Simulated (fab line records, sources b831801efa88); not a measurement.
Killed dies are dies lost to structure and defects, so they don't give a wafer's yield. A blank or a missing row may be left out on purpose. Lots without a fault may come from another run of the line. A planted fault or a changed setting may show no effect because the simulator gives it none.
Which tool did it? | flow gf180mcu | 14 lots, 42 wafers sampled, at 3 steps of a route of 602

WHAT THE GAUGES READ, wafer by wafer
GF_M5_OVL_MEAS_08. Usual: M5_OVL -1 nm, standard deviation 6.
lot  | measured     | on         | M5_OVL (nm) | flag
L414 | day 26 04:43 | overlay-02 | -1 -3 4     |
L416 | day 26 18:46 | overlay-02 | 2 2 2       |
L417 | day 27 07:22 | overlay-01 | -3 -3 8     |
L424 | day 29 09:04 | overlay-01 | -6 -8 -5    |
L426 | day 29 20:19 | overlay-01 | 1 5 -2      |
L427 | day 30 09:38 | overlay-01 | -1 -6 -4    |
L428 | day 30 12:10 | overlay-02 | -8 -3 -10   |
L429 | day 30 18:28 | overlay-01 | 3 4 5       |
L431 | day 31 08:28 | overlay-01 | -4 -6 -8    |
L432 | day 31 13:37 | overlay-01 | -13 -5 -11  |
L433 | day 31 20:20 | overlay-01 | -1 5 -2     |
L434 | day 32 04:40 | overlay-01 | 0 -1 -4     |
L435 | day 32 08:28 | overlay-01 | -7 -12 -7   |
L437 | day 32 17:38 | overlay-01 | -13 -9 -7   |

WHICH TOOL RAN EACH LOT (tool, then ch and the chambers of the sampled wafers, then the start)
lot  | GF_STI_WET_ETCH_26             | GF_MIM_SPUTTER_04
L414 | wet_bench-01 ch 2, day 2 04:50 | pvd_sputter-02, day 24 08:54
L416 | wet_bench-03 ch 2, day 2 14:29 | pvd_sputter-02, day 24 23:09
L417 | wet_bench-04 ch 0, day 2 20:47 | pvd_sputter-03, day 25 12:59
L424 | wet_bench-01 ch 1, day 4 09:29 | pvd_sputter-03, day 27 17:28
L426 | wet_bench-01 ch 2, day 4 16:31 | pvd_sputter-01, day 28 05:47
L427 | wet_bench-04 ch 2, day 5 02:20 | pvd_sputter-01, day 28 21:29
L428 | wet_bench-01 ch 3, day 5 03:54 | pvd_sputter-03, day 29 00:19
L429 | wet_bench-01 ch 1, day 5 08:56 | pvd_sputter-03, day 29 07:44
L431 | wet_bench-01 ch 0, day 5 20:55 | pvd_sputter-03, day 29 19:13
L432 | wet_bench-03 ch 3, day 6 01:01 | pvd_sputter-02, day 30 03:14
L433 | wet_bench-04 ch 3, day 6 05:39 | pvd_sputter-01, day 30 09:35
L434 | wet_bench-01 ch 1, day 6 13:08 | pvd_sputter-02, day 30 17:53
L435 | wet_bench-04 ch 3, day 6 15:35 | pvd_sputter-02, day 30 23:19
L437 | wet_bench-04 ch 2, day 7 02:00 | pvd_sputter-01, day 31 07:40
- GF_STI_WET_ETCH_26: etches SiO2 in dHF, target depth 94 nm, time 188 s.
- GF_MIM_SPUTTER_04: material TiN, target thk 50 nm, time 41.7 s.

WHAT THE TOOLS THEMSELVES READ (means of the sampled wafers that have a number; where no wafer has one, the mark that the record gives instead)
GF_STI_WET_ETCH_26. Usual: bath_heat_duty_pct 5.8 %, standard deviation 0.72; run_length_s 218 s, standard deviation 4.
lot  | tool         | bath_heat_duty_pct (%) | run_length_s (s) | flag
L414 | wet_bench-01 | 6.3                    | 214              |
L416 | wet_bench-03 | 5.2                    | 213              |
L417 | wet_bench-04 | 6.0                    | 213              |
L424 | wet_bench-01 | 6.3                    | 222              |
L426 | wet_bench-01 | -                      | -                | OFF
L427 | wet_bench-04 | -                      | -                | OFF
L428 | wet_bench-01 | 6.3                    | 219              |
L429 | wet_bench-01 | 6.1                    | 222              |
L431 | wet_bench-01 | 5.8                    | 223              |
L432 | wet_bench-03 | 6.4                    | 215              |
L433 | wet_bench-04 | 5.8                    | 221              |
L434 | wet_bench-01 | 6.3                    | 222              |
L435 | wet_bench-04 | 5.4                    | 214              |
L437 | wet_bench-04 | 5.2                    | 216              |

GF_MIM_SPUTTER_04. Usual: cathode_dc_power_W 6500.0 W, standard deviation 1.2; throttle_valve_pct 30.1 %, standard deviation 1.1.
lot  | tool           | cathode_dc_power_W (W) | throttle_valve_pct (%) | flag
L414 | pvd_sputter-02 | 6500.1                 | 29.4                   |
L416 | pvd_sputter-02 | 6500.1                 | 29.3                   |
L417 | pvd_sputter-03 | 6499.6                 | 30.2                   |
L424 | pvd_sputter-03 | 6500.0                 | 30.4                   |
L426 | pvd_sputter-01 | 6499.5                 | 30.0                   |
L427 | pvd_sputter-01 | 6499.3                 | 30.7                   |
L428 | pvd_sputter-03 | 6500.0                 | 30.8                   |
L429 | pvd_sputter-03 | 6500.0                 | 29.6                   |
L431 | pvd_sputter-03 | 6498.1                 | 31.3                   |
L432 | pvd_sputter-02 | 6499.3                 | 29.3                   |
L433 | pvd_sputter-01 | 6500.3                 | 29.9                   |
L434 | pvd_sputter-02 | 6498.9                 | 29.1                   |
L435 | pvd_sputter-02 | 6501.1                 | 29.6                   |
L437 | pvd_sputter-01 | 6499.3                 | 29.9                   |

THE ANSWER, worked out from the rows above alone
Rule: a lot is off if the mean of its wafers that have a number lies more than 3 standard deviations from the usual mean. A lot without any number at a reading at which 4 lots or more have one is off too. The other lots that the step has rows for count as sound. The gauges are gone through in route order, then the tools' own readings, and for those a lot's mean is taken as printed above. The first step at which some lot is off is used, and at that step the reading that is off furthest; a lot without a number counts as furthest.
Off: L426, L427, at GF_STI_WET_ETCH_26 (bath_heat_duty_pct). Without a number there: L426, L427.
A tool fits if, at that step or a process step before it, it ran every lot that is off, and no sound lot after the first of them. None of those tried fits.

WHAT THE SIMULATOR HAD PUT IN
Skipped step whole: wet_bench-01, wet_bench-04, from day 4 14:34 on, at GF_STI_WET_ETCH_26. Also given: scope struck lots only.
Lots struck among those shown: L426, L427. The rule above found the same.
